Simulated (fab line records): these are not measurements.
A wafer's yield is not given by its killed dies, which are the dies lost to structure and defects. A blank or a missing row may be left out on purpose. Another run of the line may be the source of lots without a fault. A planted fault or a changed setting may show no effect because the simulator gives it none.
One fault seen from 2 desks    flow gf180mcu    each desk has only its own numbers; what lay behind them comes last

## DESK OF THE TOOL OWNER: pvd_sputter-01
The tool's own readings at GF_M4_SPUTTER_00 (material Ti, target thk 37.5 nm, time 150 s): means of the sampled wafers that have a number, for each lot that ran on this tool. If a lot's mean is further than 4 standard deviations from the usual mean, the lot is out of limits and carries the mark OUT (the distance appears in the brackets).
Columns: A = cathode_dc_power_W at GF_M4_SPUTTER_00, usual 4000.0 W; B = throttle_valve_pct at GF_M4_SPUTTER_00, usual 30.3 %
lot   first seen here  A                         B
L201  day 24 18:55     4000.2                    31.3
L204  day 25 13:57     4942.7 (+99 or more) OUT  29.8
This desk finds L204 out of limits, L204 being first, at day 25 13:57 (cathode_dc_power_W at GF_M4_SPUTTER_00). Within limits: L201.

## AT THE METROLOGY DESK
What the gauges read, lot by lot, whatever tool the lot ran on: means of the sampled wafers that have a number. If a lot's mean is further than 4 standard deviations from the usual mean, the lot is out of limits and carries the mark OUT (the distance appears in the brackets).
Columns: A = V3_OVL at GF_V3_OVL_MEAS_15, usual 0 nm; B = V3_W_RS at GF_V3_RS_MEAS_24, usual 0.326 ohm/sq; C = V3_W_THK at GF_V3_THK_MEAS_25, usual 362 nm
lot   first seen here  A    B      C
L198  day 23 11:52     -11  0.333  353
L201  day 24 17:31     -1   0.320  372
L204  day 25 12:32     3    0.319  370
L210  day 27 19:11     0    0.331  355
L217  day 29 06:38     0    0.322  365
This desk found nothing out of limits on any of the 5 lots.

## PUT TOGETHER
An alarm could have come from the tool owner's desk at day 25 13:57, on L204.
Nothing out of limits was seen by the metrology desk.
The metrology desk holds a record of L204, inside its limits.
All the named lots went through GF_M4_SPUTTER_00 on pvd_sputter-01.

## WHAT THE SIMULATOR PUT IN
Process parameters drifting: pvd_sputter-01 at GF_M4_SPUTTER_00, beginning at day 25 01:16. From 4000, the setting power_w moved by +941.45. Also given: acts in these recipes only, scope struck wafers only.
Struck lots among those shown: L204.
Hours from the fault's start to each desk's first reading out of limits: the tool owner's desk, 13.
